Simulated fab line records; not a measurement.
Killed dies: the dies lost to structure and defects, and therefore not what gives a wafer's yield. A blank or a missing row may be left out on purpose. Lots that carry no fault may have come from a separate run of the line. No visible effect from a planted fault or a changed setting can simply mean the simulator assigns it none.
Problem report, 8D (eight disciplines) form, completed by code    flow sky130    the parts of the form that need people (team, actions taken, sign-off) are left out

== 1. PROBLEM STATEMENT ==
n2-flow-sccm at SKY_LDD_HVN_STRIP_09 reads a mean of 360.8 sccm on 1 wafer of 1 lot; wafers without a fault read 300.1 sccm with a standard deviation of 0.87. That is +70 standard deviations from the usual mean.
The step: strips in O2/N2.
First observed at day 21 19:19: wafer L874.6, on plasma-asher-04. At this step, 39 wafers from 13 lots have a number in the record. Rule for "out", or "out of limits": more than 4 standard deviations from the usual mean. All remaining wafers that have a number are taken as sound.

== 2. WHAT THIS IS AND IS NOT ==
question                     is                 is not
which readings at this step  n2-flow-sccm       drypump-motor-current-A, oes-product-au, strip-time-to-endpoint-s
which lots                   L874               L869, L870, L872, L873, L883, L884, L886, L887, L888, L889, L891, L892
which wafers of those lots   L874.6             L874.1, L874.5
read on which tools          plasma-asher-04    plasma-asher-02, plasma-asher-03
when                         from day 21 19:19  up to then (14 sound wafers); but 24 sound wafers of L883, L884, L886, L887, L888, L889, L891, L892 came after

== 3. SUSPECTS, AND WHAT RULES EACH OUT ==
Counting: any tool at a process step up to the reading remains a suspect provided it ran every lot that is out. Sound lots after the first of them don't rule it out here, since some wafers of a struck lot are sound.
- plasma-asher-04 at SKY_LDD_HVN_STRIP_09 (strips in O2/N2): kept. L874, the lot that is out, went through it at day 21 19:19; up to then, the latest sound lot through it was L873 at day 21 12:58. Out on those wafers are its own readings of n2-flow-sccm.
- Within plasma-asher-04 at SKY_LDD_HVN_STRIP_09, the wafers that are out were processed in chamber 0 and their sound lot-mates in chamber 1.
After counting, what remains is plasma-asher-04 at SKY_LDD_HVN_STRIP_09.

== 4. THE CAUSE (what the simulator had put in) ==
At SKY_LDD_HVN_STRIP_09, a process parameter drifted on plasma-asher-04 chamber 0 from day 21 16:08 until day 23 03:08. Setting n2-flow-sccm, moved by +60, from 300. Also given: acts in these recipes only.
Only this tool survived the counting.

== 5. THE CHAIN OF EFFECTS, in route order ==
Each row: a reading where the mean over the struck wafers with a number is more than 3 standard deviations away from the usual. Readings are gone through only where the record gives a usual standard deviation; hours: the median, over the lots, of the time from a lot's start at the first step in this table giving one to that lot's start at this step; sigmas: the change measured in usual standard deviations.
hours  step                  reading       usual       on struck wafers  change  sigmas
0      SKY_LDD_HVN_STRIP_09  n2-flow-sccm  300.1 sccm  360.8             +60.7   +70
Process steps it contains:
- SKY_LDD_HVN_STRIP_09: strips in O2/N2.

== 6. WHAT WOULD HAVE CAUGHT IT SOONER ==
In this record the first reading out of limits was taken at day 21 19:19, 3 hours after the fault began at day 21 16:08.
